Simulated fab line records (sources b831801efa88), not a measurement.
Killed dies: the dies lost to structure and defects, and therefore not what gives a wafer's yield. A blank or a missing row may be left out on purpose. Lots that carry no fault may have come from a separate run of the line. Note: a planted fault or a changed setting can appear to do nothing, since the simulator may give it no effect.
fab line records || flow sfqLine
record: {"lots": 14, "wafers": 42, "lastDay": 93}
route steps=325 shown I3@136 I4@164
lots with no fault: from the same line, run without faults
startH: start of the lot's first displayed wafer, in hours after the record's first day || waitH: hours since the lot's step before || " the same as in the row above || L1.1+2: one row covering several wafers at once || - no value, or no start was given || * or withheld: withheld || < > ~ a bound
route shown NAME@n: names a module that has steps shown in the file, with the first one's number in the route || usual: mean and standard deviation over wafers with no fault || same: alike in all rows || chamber/n: place in a boat || sites: readings site by site || _std_site: how widely they spread, as a standard deviation || _edge_site: mean of outer sites minus mean of inner sites || radiusMm: for every site, how far away it sits from the centre of the wafer || mask NAME#n: copy n || behind: the most recent tool/chamber to have shaped the wafer || hold: why the lot went on hold/how many hours it stayed there/how the hold came to an end || device: the n, p or np transistor that did not switch || end of line: tests of these same wafers at the route's end || a step without rows: its recipe alone || killed: at the first sort, the dies lost to defects and structure; wafer yield is something else || map: the dies of a wafer, with x for killed, . for not killed, _ for no die there
set.NAME: the setting as run; set.NAME@STEP: as run at that earlier step || model.NAME: the simulator's own value behind a step, which no gauge read
steps of the route over a sample of lots; a table a step, a row a wafer
services: from which hour (startH, from the record's first day; less than 0 if before it) a tool's chamber was out of use, for how many hours, and why
== steps ==
step: SFQ_TRILAYER_I3_METRO_MEASURE_083
usual: {"thkNm": "200.3/0.86"}
{"lot.wafer": "L752.2", "tool": "filmMetro-01", "chamber": "-", "startH": 819.31, "waitH": 0.3, "thkNm": 199.8}
{"lot.wafer": "L752.3", "tool": "filmMetro-01", "chamber": "-", "startH": 819.31, "waitH": 0.3, "thkNm": 200.3}
{"lot.wafer": "L752.6", "tool": "filmMetro-01", "chamber": "-", "startH": 819.31, "waitH": 0.3, "thkNm": 198.5}
{"lot.wafer": "L755.2", "tool": "filmMetro-01", "chamber": "-", "startH": 967.03, "waitH": 0.3, "thkNm": 199.6}
{"lot.wafer": "L755.5", "tool": "filmMetro-01", "chamber": "-", "startH": 967.03, "waitH": 0.3, "thkNm": 201.1}
{"lot.wafer": "L755.6", "tool": "filmMetro-01", "chamber": "-", "startH": 967.03, "waitH": 0.3, "thkNm": 200.0}
{"lot.wafer": "L756.4", "tool": "filmMetro-04", "chamber": "-", "startH": 976.43, "waitH": 0.6, "thkNm": 201.2}
{"lot.wafer": "L756.5", "tool": "filmMetro-04", "chamber": "-", "startH": 976.43, "waitH": 0.6, "thkNm": 201.0}
{"lot.wafer": "L756.6", "tool": "filmMetro-04", "chamber": "-", "startH": 976.43, "waitH": 0.6, "thkNm": 200.6}
{"lot.wafer": "L757.1", "tool": "filmMetro-04", "chamber": "-", "startH": 984.83, "waitH": 0.1, "thkNm": 200.9}
{"lot.wafer": "L757.3", "tool": "filmMetro-04", "chamber": "-", "startH": 984.83, "waitH": 0.1, "thkNm": 199.2}
{"lot.wafer": "L757.4", "tool": "filmMetro-04", "chamber": "-", "startH": 984.83, "waitH": 0.1, "thkNm": 199.7}
{"lot.wafer": "L764.2", "tool": "filmMetro-02", "chamber": "-", "startH": 1175.98, "waitH": 0.3, "thkNm": 200.2}
{"lot.wafer": "L764.3", "tool": "filmMetro-02", "chamber": "-", "startH": 1175.98, "waitH": 0.3, "thkNm": 200.7}
{"lot.wafer": "L764.4", "tool": "filmMetro-02", "chamber": "-", "startH": 1175.98, "waitH": 0.3, "thkNm": 200.2}
{"lot.wafer": "L766.1", "tool": "filmMetro-02", "chamber": "-", "startH": 1185.83, "waitH": 0.1, "thkNm": 199.4}
{"lot.wafer": "L766.3", "tool": "filmMetro-02", "chamber": "-", "startH": 1185.83, "waitH": 0.1, "thkNm": 199.9}
{"lot.wafer": "L766.4", "tool": "filmMetro-02", "chamber": "-", "startH": 1185.83, "waitH": 0.1, "thkNm": 199.5}
{"lot.wafer": "L768.3", "tool": "filmMetro-02", "chamber": "-", "startH": 1191.08, "waitH": 0.5, "thkNm": 200.6}
{"lot.wafer": "L768.4", "tool": "filmMetro-02", "chamber": "-", "startH": 1191.08, "waitH": 0.5, "thkNm": 201.5}
{"lot.wafer": "L768.5", "tool": "filmMetro-02", "chamber": "-", "startH": 1191.08, "waitH": 0.5, "thkNm": 201.5}
{"lot.wafer": "L769.4", "tool": "filmMetro-01", "chamber": "-", "startH": 1194.28, "waitH": 0.6, "thkNm": 199.1}
{"lot.wafer": "L769.5", "tool": "filmMetro-01", "chamber": "-", "startH": 1194.28, "waitH": 0.6, "thkNm": 200.2}
{"lot.wafer": "L769.6", "tool": "filmMetro-01", "chamber": "-", "startH": 1194.28, "waitH": 0.6, "thkNm": 199.6}
{"lot.wafer": "L770.2", "tool": "filmMetro-01", "chamber": "-", "startH": 1198.86, "waitH": 0.3, "thkNm": 200.1}
{"lot.wafer": "L770.3", "tool": "filmMetro-01", "chamber": "-", "startH": 1198.86, "waitH": 0.3, "thkNm": 199.0}
{"lot.wafer": "L770.4", "tool": "filmMetro-01", "chamber": "-", "startH": 1198.86, "waitH": 0.3, "thkNm": 200.7}
{"lot.wafer": "L771.4", "tool": "filmMetro-04", "chamber": "-", "startH": 1202.26, "waitH": 0.6, "thkNm": 199.7}
{"lot.wafer": "L771.5", "tool": "filmMetro-04", "chamber": "-", "startH": 1202.26, "waitH": 0.6, "thkNm": 200.0}
{"lot.wafer": "L771.6", "tool": "filmMetro-04", "chamber": "-", "startH": 1202.26, "waitH": 0.6, "thkNm": 199.8}
{"lot.wafer": "L772.2", "tool": "filmMetro-01", "chamber": "-", "startH": 1204.86, "waitH": 0.3, "thkNm": 200.3}
{"lot.wafer": "L772.4", "tool": "filmMetro-01", "chamber": "-", "startH": 1204.86, "waitH": 0.3, "thkNm": 201.4}
{"lot.wafer": "L772.5", "tool": "filmMetro-01", "chamber": "-", "startH": 1204.86, "waitH": 0.3, "thkNm": 200.9}
{"lot.wafer": "L773.1", "tool": "filmMetro-02", "chamber": "-", "startH": 1210.66, "waitH": 0.1, "thkNm": 201.2}
{"lot.wafer": "L773.2", "tool": "filmMetro-02", "chamber": "-", "startH": 1210.66, "waitH": 0.1, "thkNm": 201.4}
{"lot.wafer": "L773.3", "tool": "filmMetro-02", "chamber": "-", "startH": 1210.66, "waitH": 0.1, "thkNm": 200.7}
{"lot.wafer": "L774.1", "tool": "filmMetro-04", "chamber": "-", "startH": 1211.68, "waitH": 0.1, "thkNm": 200.5}
{"lot.wafer": "L774.3", "tool": "filmMetro-04", "chamber": "-", "startH": 1211.68, "waitH": 0.1, "thkNm": 200.8}
{"lot.wafer": "L774.6", "tool": "filmMetro-04", "chamber": "-", "startH": 1211.68, "waitH": 0.1, "thkNm": 200.7}
{"lot.wafer": "L775.1", "tool": "filmMetro-01", "chamber": "-", "startH": 1213.66, "waitH": 0.1, "thkNm": 201.2}
{"lot.wafer": "L775.3", "tool": "filmMetro-01", "chamber": "-", "startH": 1213.66, "waitH": 0.1, "thkNm": 201.8}
{"lot.wafer": "L775.4", "tool": "filmMetro-01", "chamber": "-", "startH": 1213.66, "waitH": 0.1, "thkNm": 202.6}
step: SFQ_TRILAYER_I4_CMP_CMP_100
recipe: {"material": "SiO2", "downForcePsi": 3, "platenRpm": 60, "padVelocityMS": 0.94248}
usual: {"motorCurrentA": "10.5/1.1", "platenRpm": "60.00/0.046", "timeToEndpointS": "216/5.5"}
{"lot.wafer": "L752.3", "tool": "cmp-02", "chamber": 0, "startH": 964.64, "waitH": 1.6, "motorCurrentA": 12.9, "platenRpm": 59.98, "timeToEndpointS": 214}
{"lot.wafer": "L752.2", "tool": "cmp-02", "chamber": 2, "startH": 965.64, "waitH": 2.6, "motorCurrentA": 9.8, "platenRpm": 60.08, "timeToEndpointS": 214}
{"lot.wafer": "L752.6", "tool": "cmp-02", "chamber": 1, "startH": 967.14, "waitH": 4.0, "motorCurrentA": 10.2, "platenRpm": 59.99, "timeToEndpointS": 216}
{"lot.wafer": "L755.2", "tool": "cmp-01", "chamber": 3, "startH": 1105.27, "waitH": 1.5, "motorCurrentA": 8.9, "platenRpm": 59.95, "timeToEndpointS": 213}
{"lot.wafer": "L755.5", "tool": "cmp-01", "chamber": 0, "startH": 1105.27, "waitH": 1.5, "motorCurrentA": 11.0, "platenRpm": 60.05, "timeToEndpointS": 214}
{"lot.wafer": "L755.6", "tool": "cmp-01", "chamber": 1, "startH": 1105.27, "waitH": 1.5, "motorCurrentA": 10.8, "platenRpm": 59.99, "timeToEndpointS": 221}
{"lot.wafer": "L756.4", "tool": "cmp-01", "chamber": 0, "startH": 1120.98, "waitH": 1.2, "motorCurrentA": 10.9, "platenRpm": 59.95, "timeToEndpointS": 218}
{"lot.wafer": "L756.5", "tool": "cmp-01", "chamber": 3, "startH": 1122.48, "waitH": 2.7, "motorCurrentA": 8.7, "platenRpm": 59.90, "timeToEndpointS": 226}
{"lot.wafer": "L756.6", "tool": "cmp-01", "chamber": 0, "startH": 1122.48, "waitH": 2.7, "motorCurrentA": 11.0, "platenRpm": 60.01, "timeToEndpointS": 225}
{"lot.wafer": "L757.4", "tool": "cmp-02", "chamber": 1, "startH": 1124.53, "waitH": 0.1, "motorCurrentA": 9.5, "platenRpm": 60.01, "timeToEndpointS": 213}
{"lot.wafer": "L757.1", "tool": "cmp-02", "chamber": 2, "startH": 1124.53, "waitH": 0.1, "motorCurrentA": 10.0, "platenRpm": 59.99, "timeToEndpointS": 211}
{"lot.wafer": "L757.3", "tool": "cmp-02", "chamber": 3, "startH": 1124.53, "waitH": 0.1, "motorCurrentA": 9.7, "platenRpm": 60.07, "timeToEndpointS": 207}
{"lot.wafer": "L764.2", "tool": "cmp-01", "chamber": 1, "startH": 1326.45, "waitH": 11.8, "motorCurrentA": 10.9, "platenRpm": 60.00, "timeToEndpointS": 215}
{"lot.wafer": "L764.4", "tool": "cmp-01", "chamber": 2, "startH": 1326.45, "waitH": 11.8, "motorCurrentA": 11.1, "platenRpm": 59.96, "timeToEndpointS": 215}
{"lot.wafer": "L764.3", "tool": "cmp-01", "chamber": 3, "startH": 1326.45, "waitH": 11.8, "motorCurrentA": 8.6, "platenRpm": 60.04, "timeToEndpointS": 216}
{"lot.wafer": "L766.3", "tool": "cmp-01", "chamber": 3, "startH": 1331.95, "waitH": 13.6, "motorCurrentA": 9.2, "platenRpm": 60.14, "timeToEndpointS": 211}
{"lot.wafer": "L766.4", "tool": "cmp-01", "chamber": 0, "startH": 1331.95, "waitH": 13.6, "motorCurrentA": 11.5, "platenRpm": 60.06, "timeToEndpointS": 119}
{"lot.wafer": "L766.1", "tool": "cmp-01", "chamber": 2, "startH": 1333.45, "waitH": 15.1, "motorCurrentA": 11.0, "platenRpm": 60.06, "timeToEndpointS": 117}
{"lot.wafer": "L768.3", "tool": "cmp-02", "chamber": 3, "startH": 1338.87, "waitH": 10.9, "motorCurrentA": 10.3, "platenRpm": 59.99, "timeToEndpointS": 215}
{"lot.wafer": "L768.4", "tool": "cmp-02", "chamber": 0, "startH": 1338.87, "waitH": 10.9, "motorCurrentA": 12.1, "platenRpm": 60.06, "timeToEndpointS": 228}
{"lot.wafer": "L768.5", "tool": "cmp-02", "chamber": 3, "startH": 1340.87, "waitH": 12.9, "motorCurrentA": 9.5, "platenRpm": 59.96, "timeToEndpointS": 212}
{"lot.wafer": "L769.4", "tool": "cmp-01", "chamber": 0, "startH": 1340.95, "waitH": 10.6, "motorCurrentA": 11.2, "platenRpm": 59.97, "timeToEndpointS": 121}
{"lot.wafer": "L769.5", "tool": "cmp-01", "chamber": 0, "startH": 1342.95, "waitH": 12.6, "motorCurrentA": 11.1, "platenRpm": 59.97, "timeToEndpointS": 223}
{"lot.wafer": "L769.6", "tool": "cmp-01", "chamber": 1, "startH": 1342.95, "waitH": 12.6, "motorCurrentA": 10.5, "platenRpm": 60.01, "timeToEndpointS": 221}
{"lot.wafer": "L770.4", "tool": "cmp-01", "chamber": 2, "startH": 1439.30, "waitH": 1.1, "motorCurrentA": 11.7, "platenRpm": 59.98, "timeToEndpointS": 218}
{"lot.wafer": "L770.2", "tool": "cmp-01", "chamber": 3, "startH": 1439.30, "waitH": 1.1, "motorCurrentA": 8.0, "platenRpm": 60.01, "timeToEndpointS": 214}
{"lot.wafer": "L770.3", "tool": "cmp-01", "chamber": 0, "startH": 1439.30, "waitH": 1.1, "motorCurrentA": 11.1, "platenRpm": 59.98, "timeToEndpointS": 214}
{"lot.wafer": "L771.4", "tool": "cmp-01", "chamber": 0, "startH": 1443.30, "waitH": 3.9, "motorCurrentA": 11.5, "platenRpm": 59.99, "timeToEndpointS": 211}
{"lot.wafer": "L771.6", "tool": "cmp-01", "chamber": 1, "startH": 1443.30, "waitH": 3.9, "motorCurrentA": 10.7, "platenRpm": 59.94, "timeToEndpointS": 218}
{"lot.wafer": "L771.5", "tool": "cmp-01", "chamber": 2, "startH": 1443.30, "waitH": 3.9, "motorCurrentA": 11.7, "platenRpm": 60.01, "timeToEndpointS": 206}
{"lot.wafer": "L772.2", "tool": "cmp-01", "chamber": 0, "startH": 1445.30, "waitH": 2.2, "motorCurrentA": 10.8, "platenRpm": 59.97, "timeToEndpointS": 211}
{"lot.wafer": "L772.4", "tool": "cmp-01", "chamber": 1, "startH": 1445.30, "waitH": 2.2, "motorCurrentA": 10.8, "platenRpm": 60.01, "timeToEndpointS": 226}
{"lot.wafer": "L772.5", "tool": "cmp-01", "chamber": 3, "startH": 1446.80, "waitH": 3.7, "motorCurrentA": 8.8, "platenRpm": 59.95, "timeToEndpointS": 221}
{"lot.wafer": "L773.3", "tool": "cmp-02", "chamber": 1, "startH": 1446.20, "waitH": 1.9, "motorCurrentA": 10.0, "platenRpm": 60.00, "timeToEndpointS": 215}
{"lot.wafer": "L773.1", "tool": "cmp-02", "chamber": 2, "startH": 1446.20, "waitH": 1.9, "motorCurrentA": 9.9, "platenRpm": 59.90, "timeToEndpointS": 214}
{"lot.wafer": "L773.2", "tool": "cmp-02", "chamber": 3, "startH": 1446.20, "waitH": 1.9, "motorCurrentA": 10.2, "platenRpm": 59.91, "timeToEndpointS": 217}
{"lot.wafer": "L774.3", "tool": "cmp-02", "chamber": 1, "startH": 1452.20, "waitH": 5.5, "motorCurrentA": 9.7, "platenRpm": 60.04, "timeToEndpointS": 212}
{"lot.wafer": "L774.1", "tool": "cmp-02", "chamber": 3, "startH": 1453.20, "waitH": 6.5, "motorCurrentA": 10.4, "platenRpm": 60.05, "timeToEndpointS": 214}
{"lot.wafer": "L774.6", "tool": "cmp-02", "chamber": 1, "startH": 1454.20, "waitH": 7.5, "motorCurrentA": 9.8, "platenRpm": 60.05, "timeToEndpointS": 211}
{"lot.wafer": "L775.3", "tool": "cmp-02", "chamber": 2, "startH": 1455.20, "waitH": 4.9, "motorCurrentA": 9.7, "platenRpm": 60.05, "timeToEndpointS": 209}
{"lot.wafer": "L775.1", "tool": "cmp-02", "chamber": 3, "startH": 1455.20, "waitH": 4.9, "motorCurrentA": 9.9, "platenRpm": 59.94, "timeToEndpointS": 215}
{"lot.wafer": "L775.4", "tool": "cmp-02", "chamber": 1, "startH": 1456.70, "waitH": 6.4, "motorCurrentA": 9.4, "platenRpm": 60.02, "timeToEndpointS": 221}
step: SFQ_TRILAYER_I4_METRO_MEASURE_101
usual: {"thkNm": "200.2/0.9"}
{"lot.wafer": "L752.2", "tool": "filmMetro-04", "chamber": "-", "startH": 967.96, "waitH": 0.3, "thkNm": 198.9}
{"lot.wafer": "L752.3", "tool": "filmMetro-04", "chamber": "-", "startH": 967.96, "waitH": 0.3, "thkNm": 198.9}
{"lot.wafer": "L752.6", "tool": "filmMetro-04", "chamber": "-", "startH": 967.96, "waitH": 0.3, "thkNm": 199.7}
{"lot.wafer": "L755.2", "tool": "filmMetro-02", "chamber": "-", "startH": 1107.09, "waitH": 0.3, "thkNm": 200.2}
{"lot.wafer": "L755.5", "tool": "filmMetro-02", "chamber": "-", "startH": 1107.09, "waitH": 0.3, "thkNm": 200.6}
{"lot.wafer": "L755.6", "tool": "filmMetro-02", "chamber": "-", "startH": 1107.09, "waitH": 0.3, "thkNm": 200.7}
{"lot.wafer": "L756.4", "tool": "filmMetro-03", "chamber": "-", "startH": 1124.20, "waitH": 0.6, "thkNm": 199.9}
{"lot.wafer": "L756.5", "tool": "filmMetro-03", "chamber": "-", "startH": 1124.20, "waitH": 0.6, "thkNm": 199.3}
{"lot.wafer": "L756.6", "tool": "filmMetro-03", "chamber": "-", "startH": 1124.20, "waitH": 0.6, "thkNm": 199.0}
{"lot.wafer": "L757.1", "tool": "filmMetro-03", "chamber": "-", "startH": 1127.65, "waitH": 0.1, "thkNm": 199.3}
{"lot.wafer": "L757.3", "tool": "filmMetro-03", "chamber": "-", "startH": 1127.65, "waitH": 0.1, "thkNm": 200.2}
{"lot.wafer": "L757.4", "tool": "filmMetro-03", "chamber": "-", "startH": 1127.65, "waitH": 0.1, "thkNm": 199.8}
{"lot.wafer": "L764.2", "tool": "filmMetro-04", "chamber": "-", "startH": 1329.27, "waitH": 0.3, "thkNm": 202.1}
{"lot.wafer": "L764.3", "tool": "filmMetro-04", "chamber": "-", "startH": 1329.27, "waitH": 0.3, "thkNm": 201.0}
{"lot.wafer": "L764.4", "tool": "filmMetro-04", "chamber": "-", "startH": 1329.27, "waitH": 0.3, "thkNm": 200.0}
{"lot.wafer": "L766.1", "tool": "filmMetro-04", "chamber": "-", "startH": 1335.07, "waitH": 0.1, "thkNm": 200.2}
{"lot.wafer": "L766.3", "tool": "filmMetro-04", "chamber": "-", "startH": 1335.07, "waitH": 0.1, "thkNm": 201.3}
{"lot.wafer": "L766.4", "tool": "filmMetro-04", "chamber": "-", "startH": 1335.07, "waitH": 0.1, "thkNm": 201.0}
{"lot.wafer": "L768.3", "tool": "filmMetro-02", "chamber": "-", "startH": 1341.89, "waitH": 0.5, "thkNm": 199.5}
{"lot.wafer": "L768.4", "tool": "filmMetro-02", "chamber": "-", "startH": 1341.89, "waitH": 0.5, "thkNm": 200.1}
{"lot.wafer": "L768.5", "tool": "filmMetro-02", "chamber": "-", "startH": 1341.89, "waitH": 0.5, "thkNm": 200.6}
{"lot.wafer": "L769.4", "tool": "filmMetro-02", "chamber": "-", "startH": 1344.67, "waitH": 0.6, "thkNm": 200.6}
{"lot.wafer": "L769.5", "tool": "filmMetro-02", "chamber": "-", "startH": 1344.67, "waitH": 0.6, "thkNm": 200.2}
{"lot.wafer": "L769.6", "tool": "filmMetro-02", "chamber": "-", "startH": 1344.67, "waitH": 0.6, "thkNm": 201.1}
{"lot.wafer": "L770.2", "tool": "filmMetro-03", "chamber": "-", "startH": 1442.12, "waitH": 0.3, "thkNm": 200.7}
{"lot.wafer": "L770.3", "tool": "filmMetro-03", "chamber": "-", "startH": 1442.12, "waitH": 0.3, "thkNm": 201.3}
{"lot.wafer": "L770.4", "tool": "filmMetro-03", "chamber": "-", "startH": 1442.12, "waitH": 0.3, "thkNm": 199.5}
{"lot.wafer": "L771.4", "tool": "filmMetro-02", "chamber": "-", "startH": 1445.52, "waitH": 0.6, "thkNm": 200.9}
{"lot.wafer": "L771.5", "tool": "filmMetro-02", "chamber": "-", "startH": 1445.52, "waitH": 0.6, "thkNm": 199.6}
{"lot.wafer": "L771.6", "tool": "filmMetro-02", "chamber": "-", "startH": 1445.52, "waitH": 0.6, "thkNm": 200.4}
{"lot.wafer": "L772.2", "tool": "filmMetro-03", "chamber": "-", "startH": 1448.12, "waitH": 0.3, "thkNm": 199.1}
{"lot.wafer": "L772.4", "tool": "filmMetro-03", "chamber": "-", "startH": 1448.12, "waitH": 0.3, "thkNm": 201.4}
{"lot.wafer": "L772.5", "tool": "filmMetro-03", "chamber": "-", "startH": 1448.12, "waitH": 0.3, "thkNm": 199.3}
{"lot.wafer": "L773.1", "tool": "filmMetro-04", "chamber": "-", "startH": 1449.32, "waitH": 0.1, "thkNm": 201.0}
{"lot.wafer": "L773.2", "tool": "filmMetro-04", "chamber": "-", "startH": 1449.32, "waitH": 0.1, "thkNm": 198.7}
{"lot.wafer": "L773.3", "tool": "filmMetro-04", "chamber": "-", "startH": 1449.32, "waitH": 0.1, "thkNm": 199.7}
{"lot.wafer": "L774.1", "tool": "filmMetro-02", "chamber": "-", "startH": 1455.32, "waitH": 0.1, "thkNm": 200.2}
{"lot.wafer": "L774.3", "tool": "filmMetro-02", "chamber": "-", "startH": 1455.32, "waitH": 0.1, "thkNm": 201.1}
{"lot.wafer": "L774.6", "tool": "filmMetro-02", "chamber": "-", "startH": 1455.32, "waitH": 0.1, "thkNm": 200.7}
{"lot.wafer": "L775.1", "tool": "filmMetro-03", "chamber": "-", "startH": 1458.32, "waitH": 0.1, "thkNm": 199.2}
{"lot.wafer": "L775.3", "tool": "filmMetro-03", "chamber": "-", "startH": 1458.32, "waitH": 0.1, "thkNm": 200.3}
{"lot.wafer": "L775.4", "tool": "filmMetro-03", "chamber": "-", "startH": 1458.32, "waitH": 0.1, "thkNm": 200.0}
step: SFQ_I4_OVL_MEAS_928
usual: {"I4_OVL": "-2/5.2"}
{"lot.wafer": "L752.2", "tool": "overlay-02", "chamber": "-", "startH": 1097.90, "waitH": 0.1, "I4_OVL[nm]": -4}
{"lot.wafer": "L752.3", "tool": "overlay-02", "chamber": "-", "startH": 1097.90, "waitH": 0.1, "I4_OVL[nm]": -7}
{"lot.wafer": "L752.6", "tool": "overlay-02", "chamber": "-", "startH": 1097.90, "waitH": 0.1, "I4_OVL[nm]": -7}
{"lot.wafer": "L755.2", "tool": "overlay-02", "chamber": "-", "startH": 1155.96, "waitH": 0.1, "I4_OVL[nm]": -8}
{"lot.wafer": "L755.5", "tool": "overlay-02", "chamber": "-", "startH": 1155.96, "waitH": 0.1, "I4_OVL[nm]": -2}
{"lot.wafer": "L755.6", "tool": "overlay-02", "chamber": "-", "startH": 1155.96, "waitH": 0.1, "I4_OVL[nm]": -4}
{"lot.wafer": "L756.4", "tool": "overlay-02", "chamber": "-", "startH": 1157.17, "waitH": 0.1, "I4_OVL[nm]": -1}
{"lot.wafer": "L756.5", "tool": "overlay-02", "chamber": "-", "startH": 1157.17, "waitH": 0.1, "I4_OVL[nm]": -4}
{"lot.wafer": "L756.6", "tool": "overlay-02", "chamber": "-", "startH": 1157.17, "waitH": 0.1, "I4_OVL[nm]": -9}
{"lot.wafer": "L757.1", "tool": "overlay-02", "chamber": "-", "startH": 1158.35, "waitH": 0.1, "I4_OVL[nm]": -3}
{"lot.wafer": "L757.3", "tool": "overlay-02", "chamber": "-", "startH": 1158.35, "waitH": 0.1, "I4_OVL[nm]": 3}
{"lot.wafer": "L757.4", "tool": "overlay-02", "chamber": "-", "startH": 1158.35, "waitH": 0.1, "I4_OVL[nm]": 1}
{"lot.wafer": "L764.2", "tool": "overlay-01", "chamber": "-", "startH": 1336.48, "waitH": 0.1, "I4_OVL[nm]": 0}
{"lot.wafer": "L764.3", "tool": "overlay-01", "chamber": "-", "startH": 1336.48, "waitH": 0.1, "I4_OVL[nm]": 3}
{"lot.wafer": "L764.4", "tool": "overlay-01", "chamber": "-", "startH": 1336.48, "waitH": 0.1, "I4_OVL[nm]": -1}
{"lot.wafer": "L766.1", "tool": "overlay-02", "chamber": "-", "startH": 1343.63, "waitH": 0.1, "I4_OVL[nm]": -3}
{"lot.wafer": "L766.3", "tool": "overlay-02", "chamber": "-", "startH": 1343.63, "waitH": 0.1, "I4_OVL[nm]": -3}
{"lot.wafer": "L766.4", "tool": "overlay-02", "chamber": "-", "startH": 1343.63, "waitH": 0.1, "I4_OVL[nm]": -3}
{"lot.wafer": "L768.3", "tool": "overlay-02", "chamber": "-", "startH": 1346.04, "waitH": 0.1, "I4_OVL[nm]": -15}
{"lot.wafer": "L768.4", "tool": "overlay-02", "chamber": "-", "startH": 1346.04, "waitH": 0.1, "I4_OVL[nm]": -6}
{"lot.wafer": "L768.5", "tool": "overlay-02", "chamber": "-", "startH": 1346.04, "waitH": 0.1, "I4_OVL[nm]": -8}
{"lot.wafer": "L769.4", "tool": "overlay-02", "chamber": "-", "startH": 1373.40, "waitH": 0.1, "I4_OVL[nm]": -5}
{"lot.wafer": "L769.5", "tool": "overlay-02", "chamber": "-", "startH": 1373.40, "waitH": 0.1, "I4_OVL[nm]": -6}
{"lot.wafer": "L769.6", "tool": "overlay-02", "chamber": "-", "startH": 1373.40, "waitH": 0.1, "I4_OVL[nm]": -7}
{"lot.wafer": "L770.2", "tool": "overlay-01", "chamber": "-", "startH": 1445.51, "waitH": 0.1, "I4_OVL[nm]": 3}
{"lot.wafer": "L770.3", "tool": "overlay-01", "chamber": "-", "startH": 1445.51, "waitH": 0.1, "I4_OVL[nm]": 2}
{"lot.wafer": "L770.4", "tool": "overlay-01", "chamber": "-", "startH": 1445.51, "waitH": 0.1, "I4_OVL[nm]": -2}
{"lot.wafer": "L771.4", "tool": "overlay-01", "chamber": "-", "startH": 1448.39, "waitH": 0.1, "I4_OVL[nm]": -1}
{"lot.wafer": "L771.5", "tool": "overlay-01", "chamber": "-", "startH": 1448.39, "waitH": 0.1, "I4_OVL[nm]": 2}
{"lot.wafer": "L771.6", "tool": "overlay-01", "chamber": "-", "startH": 1448.39, "waitH": 0.1, "I4_OVL[nm]": -2}
{"lot.wafer": "L772.2", "tool": "overlay-02", "chamber": "-", "startH": 1451.38, "waitH": 0.1, "I4_OVL[nm]": -10}
{"lot.wafer": "L772.4", "tool": "overlay-02", "chamber": "-", "startH": 1451.38, "waitH": 0.1, "I4_OVL[nm]": -5}
{"lot.wafer": "L772.5", "tool": "overlay-02", "chamber": "-", "startH": 1451.38, "waitH": 0.1, "I4_OVL[nm]": -8}
{"lot.wafer": "L773.1", "tool": "overlay-02", "chamber": "-", "startH": 1452.77, "waitH": 0.1, "I4_OVL[nm]": -5}
{"lot.wafer": "L773.2", "tool": "overlay-02", "chamber": "-", "startH": 1452.77, "waitH": 0.1, "I4_OVL[nm]": -5}
{"lot.wafer": "L773.3", "tool": "overlay-02", "chamber": "-", "startH": 1452.77, "waitH": 0.1, "I4_OVL[nm]": 1}
{"lot.wafer": "L774.1", "tool": "overlay-02", "chamber": "-", "startH": 1459.01, "waitH": 0.1, "I4_OVL[nm]": -2}
{"lot.wafer": "L774.3", "tool": "overlay-02", "chamber": "-", "startH": 1459.01, "waitH": 0.1, "I4_OVL[nm]": -3}
{"lot.wafer": "L774.6", "tool": "overlay-02", "chamber": "-", "startH": 1459.01, "waitH": 0.1, "I4_OVL[nm]": -4}
{"lot.wafer": "L775.1", "tool": "overlay-01", "chamber": "-", "startH": 1465.82, "waitH": 0.1, "I4_OVL[nm]": 9}
{"lot.wafer": "L775.3", "tool": "overlay-01", "chamber": "-", "startH": 1465.82, "waitH": 0.1, "I4_OVL[nm]": 9}
{"lot.wafer": "L775.4", "tool": "overlay-01", "chamber": "-", "startH": 1465.82, "waitH": 0.1, "I4_OVL[nm]": 6}
== services ==
{"tool": "filmMetro-04", "chamber": "-", "startH": 808.79, "hours": 0.3, "kind": "pm"}
{"tool": "filmMetro-04", "chamber": "-", "startH": 858.70, "hours": 1.4, "kind": "pm"}
{"tool": "filmMetro-02", "chamber": "-", "startH": 868.57, "hours": 1.0, "kind": "pm"}
{"tool": "cmp-01", "chamber": "-", "startH": 917.52, "hours": 9.7, "kind": "pm"}
{"tool": "filmMetro-02", "chamber": "-", "startH": 920.64, "hours": 1.4, "kind": "pm"}
{"tool": "cmp-01", "chamber": "-", "startH": 934.73, "hours": 3.6, "kind": "repair"}
{"tool": "filmMetro-04", "chamber": "-", "startH": 965.03, "hours": 1.4, "kind": "pm"}
{"tool": "filmMetro-02", "chamber": "-", "startH": 1012.90, "hours": 1.0, "kind": "pm"}
{"tool": "cmp-01", "chamber": "-", "startH": 1018.71, "hours": 3.4, "kind": "repair"}
{"tool": "cmp-01", "chamber": "-", "startH": 1044.29, "hours": 1.8, "kind": "repair"}
{"tool": "filmMetro-04", "chamber": "-", "startH": 1053.79, "hours": 1.1, "kind": "pm"}
{"tool": "cmp-01", "chamber": "-", "startH": 1076.68, "hours": 4.6, "kind": "pm"}
{"tool": "cmp-01", "chamber": "-", "startH": 1088.99, "hours": 4.0, "kind": "pm"}
{"tool": "filmMetro-04", "chamber": "-", "startH": 1103.70, "hours": 0.9, "kind": "pm"}
{"tool": "filmMetro-02", "chamber": "-", "startH": 1113.57, "hours": 0.9, "kind": "pm"}
{"tool": "filmMetro-02", "chamber": "-", "startH": 1164.86, "hours": 0.5, "kind": "pm"}
{"tool": "filmMetro-04", "chamber": "-", "startH": 1208.76, "hours": 0.3, "kind": "pm"}
{"tool": "filmMetro-02", "chamber": "-", "startH": 1257.90, "hours": 0.7, "kind": "pm"}
{"tool": "cmp-01", "chamber": "-", "startH": 1270.60, "hours": 1.3, "kind": "repair"}
{"tool": "filmMetro-02", "chamber": "-", "startH": 1295.91, "hours": 2.2, "kind": "pm"}
{"tool": "filmMetro-04", "chamber": "-", "startH": 1298.79, "hours": 0.9, "kind": "pm"}
{"tool": "filmMetro-02", "chamber": "-", "startH": 1324.29, "hours": 1.8, "kind": "pm"}
{"tool": "filmMetro-02", "chamber": "-", "startH": 1358.57, "hours": 0.3, "kind": "pm"}
{"tool": "filmMetro-02", "chamber": "-", "startH": 1409.86, "hours": 1.3, "kind": "pm"}
== key ==
firstSign: {"step": "SFQ_TRILAYER_I4_CMP_CMP_100", "reading": "timeToEndpointS", "direction": "down", "sigmas": 18, "usual": "*", "struck": "*"}
effect none on later readings
metAt SFQ_TRILAYER_I4_CMP_CMP_100
struckLots L766,L769
struckWafers L766.1,L766.4,L769.4
notActingAt SFQ_TRILAYER_I3_METRO_MEASURE_083,SFQ_TRILAYER_I4_METRO_MEASURE_101,SFQ_I4_OVL_MEAS_928
fault: {"kind": "processParameterDrift", "tool": "cmp-01", "chamber": "-", "onsetH": 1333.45, "steps": "SFQ_TRILAYER_I4_CMP_CMP_100", "channel": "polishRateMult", "offset": 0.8, "shape": "step", "endH": 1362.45, "scope": "struckWafersOnly"}
